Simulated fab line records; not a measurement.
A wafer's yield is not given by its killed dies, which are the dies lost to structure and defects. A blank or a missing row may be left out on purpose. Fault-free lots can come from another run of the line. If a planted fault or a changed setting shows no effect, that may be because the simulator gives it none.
fab line records    flow gf180mcu    part 1 of 2: steps 1 to 43 of 44
record lots=7  wafers=21  last-day=34
route steps=602 shown MVSD@75 MVPSD@78 VT_IMPLANT@90 PASSIVATION@602
lots that met no fault: taken from a fault-free run of the same line
start-h: the number of hours between the record's first day and the start of the first shown wafer of the lot    wait-h: time in hours since the lot's previous step    " unchanged from the row above    L1.1+2: one row covering several wafers at once    - no value, or no start was given    * or withheld: withheld    < > ~ a bound
route shown NAME@n: names a module that has steps shown in the file, with the first one's number in the route    usual: mean/standard deviation of fault-free wafers    same: alike in all rows    chamber/n: place in a boat    sites: readings site by site    _std_site: standard deviation of those values    _edge_site: mean of outer sites minus mean of inner sites    radius-mm: for every site, how far away it sits from the centre of the wafer    mask NAME#n: copy n    behind: the last tool/chamber to shape the wafer    hold: cause of the lot's hold/its duration in hours/its outcome    device: whichever transistor did not switch (one of n, p or np)    end of line: the same wafers' tests at the end of the route    where a step has no rows: the recipe by itself    killed: dies lost to structure and defects at the first sort, not the wafer's yield    map: a wafer's dies, x killed, . not, _ none there
set.NAME: the setting as run; set.NAME@STEP: as run at that earlier step    model.NAME: the simulator's own value behind a step, which no gauge read
lots at some steps of the route; a table a step, a row a wafer
services: from which hour (start-h, from the record's first day; less than 0 if before it) a tool's chamber was out of use, for how many hours, and why
## steps
# step GF_MVSD_IMPLANT_09
# recipe species=P  energy-kev=100  dose-cm2=5e+12  tilt-deg=0
# step GF_MVSD_STRIP_10
# recipe chemistry=O2/N2  power-w=1400  pressure-mtorr=1500  platen-temp-c=250  o2-flow-sccm=3000  n2-flow-sccm=300  overash-fraction=0.5
# usual drypump-motor-current-A=5.5/0.33  heater-power-w=318/17  n2-flow-sccm=300.0/0.87  oes-product-au=0.722/0.0047  strip-time-to-endpoint-s=36.96/0.094
lot.wafer  tool             chamber  start-h  wait-h  drypump-motor-current-A  heater-power-w  n2-flow-sccm  oes-product-au  rf-hours-counter-h  strip-time-to-endpoint-s
L341.1     plasma-asher-04  0        95.05    0.1     6.0                      313             298.8         0.723           46                  36.88
L341.3     "                1        "        "       5.7                      327             298.5         0.726           -                   36.85
L341.4     "                0        "        "       6.0                      318             299.0         0.728           -                   36.88
L354.1     plasma-asher-02  0        167.40   0.1     5.6                      329             299.1         0.727           51                  36.81
L354.2     "                1        "        "       5.3                      305             299.3         0.717           51                  36.91
L354.6     "                0        "        "       5.6                      337             300.7         0.719           -                   36.80
L357.1     plasma-asher-04  0        186.70   0.1     5.9                      332             300.7         0.721           7                   37.13
L357.2     "                1        "        "       5.6                      331             300.8         0.727           7                   37.15
L357.6     "                1        "        "       5.7                      324             300.7         0.723           -                   37.10
L358.1     plasma-asher-01  1        192.23   0.1     5.2                      283             300.5         0.717           51                  37.00
L358.2     "                0        "        "       5.0                      329             299.4         0.726           51                  37.04
L358.6     "                1        "        "       5.2                      291             300.5         0.723           -                   37.15
L359.1     plasma-asher-04  1        198.27   0.1     5.6                      323             299.2         0.727           8                   37.12
L359.2     "                0        "        "       6.0                      335             300.4         0.723           8                   37.11
L359.3     "                0        "        "       5.9                      329             301.3         0.722           -                   37.10
L360.1     plasma-asher-02  0        202.95   0.1     5.6                      332             299.6         0.719           55                  37.01
L360.4     "                0        "        "       5.6                      321             299.7         0.719           -                   36.99
L360.6     "                0        "        "       5.6                      335             299.0         0.721           -                   36.91
L362.1     plasma-asher-01  1        214.60   0.1     5.2                      286             300.7         0.730           53                  36.90
L362.4     "                1        "        "       5.2                      281             300.2         0.729           -                   36.89
L362.6     "                0        "        "       5.0                      328             301.5         0.724           -                   36.97
# step GF_MVSD_TW_MEAS_11
# usual MVSD_TW=1573/8.7
lot.wafer  tool           chamber  start-h  wait-h  MVSD_TW
L341.1     film-metro-01  -        95.15    0.1     1564
L341.3     "              -        "        "       1574
L341.4     "              -        "        "       1568
L354.1     film-metro-01  -        167.50   0.1     1571
L354.2     "              -        "        "       1574
L354.6     "              -        "        "       1572
L357.1     film-metro-04  -        186.80   0.1     1573
L357.2     "              -        "        "       1564
L357.6     "              -        "        "       1561
L358.1     film-metro-02  -        192.33   0.1     1591
L358.2     "              -        "        "       1578
L358.6     "              -        "        "       1574
L359.1     film-metro-01  -        198.37   0.1     1565
L359.2     "              -        "        "       1566
L359.3     "              -        "        "       1559
L360.1     film-metro-01  -        203.05   0.1     1579
L360.4     "              -        "        "       1569
L360.6     "              -        "        "       1578
L362.1     film-metro-01  -        214.70   0.1     1562
L362.4     "              -        "        "       1564
L362.6     "              -        "        "       1572
# step GF_MVPSD_DEHYDRATE_00
# recipe temp-c=200  time-s=60
# step GF_MVPSD_HMDS_01
# recipe prime-time-s=60  prime-temp-c=120
# step GF_MVPSD_COAT_02
# recipe spin-rpm=2000  resist-thk-nm=3000
# step GF_MVPSD_SOFTBAKE_03
# recipe temp-c=110  time-s=withheld
# step GF_MVPSD_EXPOSE_04
# recipe mask-id=MVPSD  target-cd-nm=1000  na=0.6  source-shape=conventional  sigma-outer=0.6  dose-mj=260
# step GF_MVPSD_PEB_05
# recipe temp-c=115  time-s=withheld
# step GF_MVPSD_DEVELOP_06
# recipe wall-angle-deg=90  develop-time-s=60  dev-temp-c=23
# step GF_MVPSD_OVL_MEAS_07
# usual MVPSD_OVL=0.2/1.4
lot.wafer  tool        chamber  start-h  wait-h  MVPSD_OVL[nm]
L341.1     overlay-01  -        108.66   -       1.2
L341.3     "           -        "        "       -0.6
L341.4     "           -        "        "       0.9
L354.1     overlay-02  -        184.11   -       0.0
L354.2     "           -        "        "       -2.0
L354.6     "           -        "        "       -1.5
L357.1     overlay-02  -        204.16   -       4.0
L357.2     "           -        "        "       0.4
L357.6     "           -        "        "       0.9
L358.1     overlay-01  -        209.01   -       -0.9
L358.2     "           -        "        "       -3.1
L358.6     "           -        "        "       -2.1
L359.1     overlay-01  -        215.44   -       1.1
L359.2     "           -        "        "       1.5
L359.3     "           -        "        "       1.0
L360.1     overlay-02  -        220.39   -       3.4
L360.4     "           -        "        "       -0.4
L360.6     "           -        "        "       0.4
L362.1     overlay-02  -        233.01   -       1.2
L362.4     "           -        "        "       1.2
L362.6     "           -        "        "       0.0
# step GF_MVPSD_IMPLANT_08
# recipe species=B  energy-kev=170  dose-cm2=1.5e+13  tilt-deg=0
# step GF_MVPSD_IMPLANT_09
# recipe species=B  energy-kev=40  dose-cm2=5e+12  tilt-deg=0
# usual dose-ions-cm2=4.998e+12/5.7e+09  faraday-current-uA=28.1/0.53  tilt-deg=0.001/0.018
# same implant-ion-amu=11
lot.wafer  tool          chamber  start-h  wait-h  dose-ions-cm2  faraday-current-uA  tilt-deg
L341.1     implanter-02  0        108.85   0.1     5.001e+12      27.2                0.008
L341.3     "             0        "        "       5.005e+12      28.5                0.006
L341.4     "             0        "        "       5.003e+12      28.3                -0.004
L354.1     implanter-03  0        184.29   0.1     4.997e+12      28.0                -0.021
L354.2     "             0        "        "       5e+12          28.3                -0.005
L354.6     "             0        "        "       4.994e+12      28.0                -0.016
L357.1     implanter-03  0        204.34   0.1     8.081e+12      42.8                0.001
L357.2     "             0        "        "       8.08e+12       47.0                -0.007
L357.6     "             0        "        "       8.084e+12      43.5                0.002
L358.1     implanter-03  0        209.19   0.1     8.074e+12      45.7                -0.009
L358.2     "             0        "        "       8.072e+12      45.7                -0.017
L358.6     "             0        "        "       8.075e+12      45.7                0.017
L359.1     implanter-03  0        215.63   0.1     8.086e+12      45.7                0.003
L359.2     "             0        "        "       8.08e+12       46.2                0.026
L359.3     "             0        "        "       8.069e+12      45.8                0.033
L360.1     implanter-02  0        220.58   0.1     4.986e+12      28.0                0.025
L360.4     "             0        "        "       5.001e+12      28.3                0.001
L360.6     "             0        "        "       4.988e+12      28.0                0.032
L362.1     implanter-04  0        233.20   0.1     5.003e+12      27.8                0.004
L362.4     "             0        "        "       5.001e+12      27.2                -0.012
L362.6     "             0        "        "       5.003e+12      28.4                -0.001
# step GF_MVPSD_STRIP_10
# recipe chemistry=O2/N2  power-w=1400  pressure-mtorr=1500  platen-temp-c=250  o2-flow-sccm=3000  n2-flow-sccm=300  overash-fraction=0.5
# usual drypump-motor-current-A=5.4/0.37  heater-power-w=321/29  n2-flow-sccm=300.1/0.84  oes-product-au=0.723/0.0042  strip-time-to-endpoint-s=36.95/0.11
lot.wafer  tool             chamber  start-h  wait-h  drypump-motor-current-A  heater-power-w  n2-flow-sccm  oes-product-au  rf-hours-counter-h  strip-time-to-endpoint-s
L341.1     plasma-asher-01  0        109.00   0.1     5.0                      335             298.8         0.732           43                  36.92
L341.3     "                1        "        "       5.2                      276             300.8         0.713           -                   36.84
L341.4     "                0        "        "       5.0                      332             299.3         0.718           -                   36.82
L354.1     plasma-asher-03  0        184.44   0.1     5.9                      369             300.1         0.716           41                  36.92
L354.2     "                1        "        "       5.9                      340             299.7         0.732           41                  36.87
L354.6     "                1        "        "       5.9                      342             299.9         0.717           -                   36.93
L357.1     plasma-asher-01  1        204.49   0.1     5.2                      281             299.3         0.725           52                  36.99
L357.2     "                0        "        "       5.0                      323             299.1         0.723           52                  36.94
L357.6     "                0        "        "       5.0                      328             300.2         0.720           -                   36.87
L358.1     plasma-asher-03  1        209.34   0.1     5.9                      341             299.6         0.729           44                  36.94
L358.2     "                0        "        "       5.9                      367             302.0         0.727           44                  37.13
L358.6     "                0        "        "       5.9                      373             301.2         0.720           -                   37.04
L359.1     plasma-asher-01  0        215.78   0.1     5.0                      322             300.2         0.723           53                  36.85
L359.2     "                1        "        "       5.2                      278             300.8         0.725           53                  37.01
L359.3     "                1        "        "       5.2                      277             300.4         0.722           -                   36.95
L360.1     plasma-asher-01  1        220.73   0.1     5.2                      283             299.6         0.720           54                  36.94
L360.4     "                1        "        "       5.2                      288             300.6         0.724           -                   36.78
L360.6     "                1        "        "       5.2                      283             301.2         0.726           -                   36.86
L362.1     plasma-asher-01  0        233.35   0.1     5.0                      327             300.8         0.723           55                  36.95
L362.4     "                1        "        "       5.3                      286             301.1         0.717           -                   36.97
L362.6     "                0        "        "       5.0                      322             300.5         0.722           -                   36.99
# step GF_MVPSD_TW_MEAS_11
# usual MVPSD_TW=551.2/2.8
lot.wafer  tool           chamber  start-h  wait-h  MVPSD_TW
L341.1     film-metro-02  -        109.10   0.1     560.6
L341.3     "              -        "        "       554.9
L341.4     "              -        "        "       557.8
L354.1     film-metro-02  -        184.54   0.1     550.4
L354.2     "              -        "        "       554.1
L354.6     "              -        "        "       553.8
L357.1     film-metro-04  -        204.59   0.1     562.0
L357.2     "              -        "        "       563.1
L357.6     "              -        "        "       566.7
L358.1     film-metro-04  -        209.44   0.1     566.4
L358.2     "              -        "        "       565.4
L358.6     "              -        "        "       567.9
L359.1     film-metro-04  -        215.88   0.1     564.1
L359.2     "              -        "        "       564.4
L359.3     "              -        "        "       567.5
L360.1     film-metro-04  -        220.83   0.1     553.1
L360.4     "              -        "        "       553.2
L360.6     "              -        "        "       553.9
L362.1     film-metro-02  -        233.45   0.1     554.9
L362.4     "              -        "        "       552.0
L362.6     "              -        "        "       553.4
# step GF_VT_IMPLANT_DEHYDRATE_00
# recipe temp-c=200  time-s=60
# step GF_VT_IMPLANT_HMDS_01
# recipe prime-time-s=60  prime-temp-c=120
# step GF_VT_IMPLANT_COAT_02
# recipe resist=NOVOLAK  spin-rpm=3000  resist-thk-nm=1000
# step GF_VT_IMPLANT_SOFTBAKE_03
# recipe temp-c=90  time-s=60  resist=NOVOLAK
# step GF_VT_IMPLANT_EXPOSE_04
# recipe mask-id=LVPWELL_LV_AREA  target-cd-nm=600  na=0.6  source-shape=conventional  sigma-outer=0.6  dose-mj=140
# step GF_VT_IMPLANT_PEB_05
# recipe temp-c=withheld  time-s=*  resist=NOVOLAK
# step GF_VT_IMPLANT_DEVELOP_06
# recipe develop-time-s=60  dev-temp-c=23
# step GF_VT_IMPLANT_OVL_MEAS_07
# usual VT_IMPLANT_OVL=0.0/1.4
lot.wafer  tool        chamber  start-h  wait-h  VT_IMPLANT_OVL[nm]
L341.1     overlay-01  -        123.51   0.1     -1.0
L341.3     "           -        "        "       0.8
L341.4     "           -        "        "       -0.8
L354.1     overlay-02  -        201.04   0.1     -0.8
L354.2     "           -        "        "       0.8
L354.6     "           -        "        "       1.2
L357.1     overlay-02  -        221.89   0.1     0.7
L357.2     "           -        "        "       -0.7
L357.6     "           -        "        "       0.9
L358.1     overlay-01  -        226.86   0.1     -1.0
L358.2     "           -        "        "       -2.2
L358.6     "           -        "        "       -0.4
L359.1     overlay-02  -        233.96   0.1     1.1
L359.2     "           -        "        "       2.5
L359.3     "           -        "        "       2.0
L360.1     overlay-02  -        239.59   0.1     -1.1
L360.4     "           -        "        "       0.9
L360.6     "           -        "        "       1.6
L362.1     overlay-01  -        251.99   0.1     -2.1
L362.4     "           -        "        "       -0.5
L362.6     "           -        "        "       -0.3
# step GF_VT_IMPLANT_IMPLANT_08
# recipe species=BF2  energy-kev=20  dose-cm2=8.29e+12  tilt-deg=7
# step GF_VT_IMPLANT_STRIP_09
# recipe chemistry=O2/N2  power-w=1400  pressure-mtorr=1500  platen-temp-c=250  o2-flow-sccm=3000  n2-flow-sccm=300  overash-fraction=0.5
# usual drypump-motor-current-A=5.73/0.24  heater-power-w=334/19  n2-flow-sccm=299.9/0.88  oes-product-au=0.716/0.0043  strip-time-to-endpoint-s=12.62/0.033
lot.wafer  tool             chamber  start-h  wait-h  drypump-motor-current-A  heater-power-w  n2-flow-sccm  oes-product-au  rf-hours-counter-h  strip-time-to-endpoint-s
L341.1     plasma-asher-03  0        123.70   0.1     5.90                     360             300.6         0.712           35                  12.63
L341.3     "                1        "        "       5.92                     339             298.4         0.715           -                   12.65
L341.4     "                0        "        "       5.91                     360             300.0         0.720           -                   12.63
L354.1     plasma-asher-03  1        201.23   0.1     5.90                     343             300.1         0.721           43                  12.64
L354.2     "                0        "        "       5.92                     352             299.3         0.706           43                  12.67
L354.6     "                1        "        "       5.91                     337             299.5         0.720           -                   12.65
L357.1     plasma-asher-03  0        222.07   0.1     5.93                     367             301.0         0.714           45                  12.61
L357.2     "                1        "        "       5.90                     344             300.3         0.711           45                  12.64
L357.6     "                1        "        "       5.90                     338             300.1         0.715           -                   12.56
L358.1     plasma-asher-04  1        227.04   0.1     5.63                     328             300.2         0.714           11                  12.65
L358.2     "                0        "        "       5.96                     325             299.3         0.714           11                  12.65
L358.6     "                0        "        "       5.97                     328             300.0         0.716           -                   12.66
L359.1     plasma-asher-02  0        234.14   0.1     5.59                     329             298.9         0.720           58                  12.62
L359.2     "                1        "        "       5.30                     307             299.8         0.718           58                  12.60
L359.3     "                1        "        "       5.28                     308             300.4         0.715           -                   12.59
L360.1     plasma-asher-03  0        239.77   0.1     5.90                     370             300.1         0.712           47                  12.60
L360.4     "                0        "        "       5.90                     371             299.8         0.714           -                   12.64
L360.6     "                1        "        "       5.91                     331             299.7         0.712           -                   12.64
L362.1     plasma-asher-02  0        252.17   0.1     5.58                     335             301.0         0.718           60                  12.61
L362.4     "                0        "        "       5.55                     336             301.6         0.718           -                   12.66
L362.6     "                0        "        "       5.57                     324             300.9         0.713           -                   12.63
# step GF_VT_IMPLANT_TW_MEAS_10
# usual VT_IMPLANT_TW=559/3.6
lot.wafer  tool           chamber  start-h  wait-h  VT_IMPLANT_TW
L341.1     film-metro-01  -        123.80   0.1     565
L341.3     "              -        "        "       559
L341.4     "              -        "        "       563
L354.1     film-metro-03  -        201.33   0.1     555
L354.2     "              -        "        "       559
L354.6     "              -        "        "       556
L357.1     film-metro-03  -        222.17   0.1     556
L357.2     "              -        "        "       555
L357.6     "              -        "        "       554
L358.1     film-metro-01  -        227.14   0.1     562
L358.2     "              -        "        "       558
L358.6     "              -        "        "       562
L359.1     film-metro-04  -        234.24   0.1     562
L359.2     "              -        "        "       562
L359.3     "              -        "        "       563
L360.1     film-metro-01  -        239.87   0.1     563
L360.4     "              -        "        "       564
L360.6     "              -        "        "       559
L362.1     film-metro-03  -        252.27   0.1     555
L362.4     "              -        "        "       558
L362.6     "              -        "        "       554
# step GF_VT_IMPLANT_DEHYDRATE_11
# recipe temp-c=200  time-s=60
# step GF_VT_IMPLANT_HMDS_12
# recipe prime-time-s=60  prime-temp-c=120
# step GF_VT_IMPLANT_COAT_13
# recipe resist=NOVOLAK  spin-rpm=3000  resist-thk-nm=1000
# step GF_VT_IMPLANT_SOFTBAKE_14
# recipe temp-c=90  time-s=60  resist=NOVOLAK
# step GF_VT_IMPLANT_EXPOSE_15
# recipe mask-id=Nwell_LV_AREA  target-cd-nm=860  na=0.6  source-shape=conventional  sigma-outer=0.6  dose-mj=140
# step GF_VT_IMPLANT_PEB_16
# recipe temp-c=withheld  time-s=*  resist=NOVOLAK
# step GF_VT_IMPLANT_DEVELOP_17
# recipe develop-time-s=60  dev-temp-c=23
# step GF_VT_IMPLANT_OVL_MEAS_18
# usual VT_IMPLANT_01_OVL=-0.6/1.3
lot.wafer  tool        chamber  start-h  wait-h  VT_IMPLANT_01_OVL[nm]
L341.1     overlay-01  -        138.99   0.1     -1.6
L341.3     "           -        "        "       -1.1
L341.4     "           -        "        "       -1.0
L354.1     overlay-01  -        219.44   0.1     0.8
L354.2     "           -        "        "       0.0
L354.6     "           -        "        "       2.3
L357.1     overlay-02  -        240.41   0.1     -3.7
L357.2     "           -        "        "       -0.9
L357.6     "           -        "        "       -2.2
L358.1     overlay-02  -        244.89   0.1     -0.6
L358.2     "           -        "        "       -0.4
L358.6     "           -        "        "       -1.3
L359.1     overlay-01  -        252.49   0.1     -1.6
L359.2     "           -        "        "       0.0
L359.3     "           -        "        "       -1.0
L360.1     overlay-02  -        259.06   0.1     -1.3
L360.4     "           -        "        "       -0.9
L360.6     "           -        "        "       -1.4
L362.1     overlay-01  -        271.39   0.1     1.7
L362.4     "           -        "        "       1.1
L362.6     "           -        "        "       1.4
# step GF_VT_IMPLANT_IMPLANT_19
# recipe species=As  energy-kev=100  dose-cm2=4.35e+12  tilt-deg=7
# step GF_VT_IMPLANT_STRIP_20
# recipe chemistry=O2/N2  power-w=1400  pressure-mtorr=1500  platen-temp-c=250  o2-flow-sccm=3000  n2-flow-sccm=300  overash-fraction=0.5
# usual drypump-motor-current-A=5.69/0.25  heater-power-w=331/18  n2-flow-sccm=300.1/0.93  oes-product-au=0.716/0.0047  strip-time-to-endpoint-s=12.62/0.032
lot.wafer  tool             chamber  start-h  wait-h  drypump-motor-current-A  heater-power-w  n2-flow-sccm  oes-product-au  rf-hours-counter-h  strip-time-to-endpoint-s
L341.1     plasma-asher-02  1        139.18   0.1     5.25                     309             299.7         0.719           48                  12.58
L341.3     "                0        "        "       5.56                     322             299.4         0.713           -                   12.60
L341.4     "                1        "        "       5.27                     306             299.2         0.715           -                   12.63
L354.1     plasma-asher-04  1        219.63   0.1     5.62                     326             299.3         0.716           10                  12.68
L354.2     "                0        "        "       5.96                     325             299.9         0.704           10                  12.67
L354.6     "                1        "        "       5.64                     330             299.6         0.717           -                   12.69
L357.1     plasma-asher-02  1        240.59   0.1     5.25                     302             299.0         0.715           59                  12.63
L357.2     "                0        "        "       5.53                     326             300.1         0.711           59                  12.60
L357.6     "                1        "        "       5.24                     310             300.1         0.721           -                   12.64
L358.1     plasma-asher-02  1        245.08   0.1     5.28                     303             300.3         0.721           59                  12.64
L358.2     "                0        "        "       5.57                     333             300.5         0.720           59                  12.62
L358.6     "                1        "        "       5.27                     310             301.3         0.716           -                   12.65
L359.1     plasma-asher-03  0        252.68   0.1     5.89                     367             300.5         0.722           48                  12.64
L359.2     "                1        "        "       5.89                     336             300.3         0.715           48                  12.61
L359.3     "                0        "        "       5.90                     368             300.4         0.716           -                   12.58
L360.1     plasma-asher-03  1        259.24   0.1     5.89                     337             299.1         0.714           49                  12.67
L360.4     "                1        "        "       5.88                     337             300.0         0.711           -                   12.64
L360.6     "                1        "        "       5.90                     330             300.1         0.716           -                   12.68
L362.1     plasma-asher-03  0        271.57   0.1     5.89                     361             298.2         0.714           50                  12.65
L362.4     "                0        "        "       5.89                     357             299.3         0.718           -                   12.65
L362.6     "                0        "        "       5.88                     371             298.2         0.713           -                   12.66
# step GF_VT_IMPLANT_TW_MEAS_21
# usual VT_IMPLANT_2_TW=1203/7.5
lot.wafer  tool           chamber  start-h  wait-h  VT_IMPLANT_2_TW
L341.1     film-metro-04  -        139.28   0.1     1203
L341.3     "              -        "        "       1197
L341.4     "              -        "        "       1206
L354.1     film-metro-03  -        219.73   0.1     1195
L354.2     "              -        "        "       1191
L354.6     "              -        "        "       1192
L357.1     film-metro-03  -        240.69   0.1     1197
L357.2     "              -        "        "       1195
L357.6     "              -        "        "       1196
L358.1     film-metro-03  -        245.18   0.1     1210
L358.2     "              -        "        "       1204
L358.6     "              -        "        "       1199
L359.1     film-metro-03  -        252.78   0.1     1201
L359.2     "              -        "        "       1197
L359.3     "              -        "        "       1200
L360.1     film-metro-01  -        259.34   0.1     1216
L360.4     "              -        "        "       1209
L360.6     "              -        "        "       1214
L362.1     film-metro-01  -        271.67   0.1     1209
L362.4     "              -        "        "       1202
L362.6     "              -        "        "       1209
# step GF_VT_IMPLANT_DEHYDRATE_22
# recipe temp-c=200  time-s=60
# step GF_VT_IMPLANT_HMDS_23
# recipe prime-time-s=60  prime-temp-c=120
# step GF_VT_IMPLANT_COAT_24
# recipe resist=NOVOLAK  spin-rpm=3000  resist-thk-nm=1000
# step GF_VT_IMPLANT_SOFTBAKE_25
# recipe temp-c=90  time-s=60  resist=NOVOLAK
# step GF_VT_IMPLANT_EXPOSE_26
# recipe mask-id=LVPWELL_HV_AREA  target-cd-nm=860  na=0.6  source-shape=conventional  sigma-outer=0.6  dose-mj=140
# step GF_VT_IMPLANT_RS_MEAS_49
# recipe thk-meas-gauge=four-point-probe
# usual MVPSD_RS=1167.1/2.9
lot.wafer  tool           chamber  start-h  wait-h  MVPSD_RS[ohm/sq]
L341.1     film-metro-02  -        173.44   0.1     1168.3
L341.3     "              -        "        "       1168.8
L341.4     "              -        "        "       1169.7
L354.1     film-metro-01  -        257.70   0.1     1161.6
L354.2     "              -        "        "       1165.6
L354.6     "              -        "        "       1163.1
L357.1     film-metro-01  -        280.24   0.1     1057.1
L357.2     "              -        "        "       1057.3
L357.6     "              -        "        "       1056.7
L358.1     film-metro-02  -        284.50   0.1     1057.8
L358.2     "              -        "        "       1058.6
L358.6     "              -        "        "       1055.2
L359.1     film-metro-04  -        292.77   0.1     1052.9
L359.2     "              -        "        "       1054.5
L359.3     "              -        "        "       1052.6
L360.1     film-metro-02  -        299.35   0.1     1167.8
L360.4     "              -        "        "       1168.5
L360.6     "              -        "        "       1167.4
L362.1     film-metro-04  -        313.25   0.1     1165.8
L362.4     "              -        "        "       1168.3
L362.6     "              -        "        "       1169.9
## key
first-sign step=GF_MVPSD_IMPLANT_09  reading=dose-ions-cm2  direction=up  sigmas=99+  usual=4.998e+12  struck=8.078e+12
effect step=GF_MVPSD_IMPLANT_09  reading=faraday-current-uA  direction=up  sigmas=33  usual=28.1  struck=45.3
effect step=GF_MVPSD_TW_MEAS_11  reading=MVPSD_TW  direction=up  sigmas=5.1  usual=551.2  struck=565.3
effect step=GF_VT_IMPLANT_RS_MEAS_49  reading=MVPSD_RS  direction=down  sigmas=39  usual=1167.1  struck=1055.9
model-effect step=GF_PASSIVATION_PROBE_99  value=etest.ldpmos_10p0.r-on-ohm-um  without=1.116e+04  struck=1.042e+04
met-at GF_MVPSD_IMPLANT_09
struck-wafers L357.1,L357.2,L357.6,L358.1,L358.2,L358.6,L359.1,L359.2,L359.3
tester-left-out L357,L358,L359
onset-between 184.29 204.34
fault kind=process-parameter-drift  tool=implanter-03  chamber=-  onset-h=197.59  steps=GF_MVPSD_IMPLANT_09  channel=dose-cm2  offset=3.0758e+12  shape=step  end-h=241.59  acts-in=these-recipes-only  stated=5e+12
# tester-left-out: of these lots the tester's yield and bins aren't shown, on N5 and GAA mostly nor the transistor test; their killed dies are dies lost to structure and defects alone, not to doping, threshold or leakage, so they don't give the yield
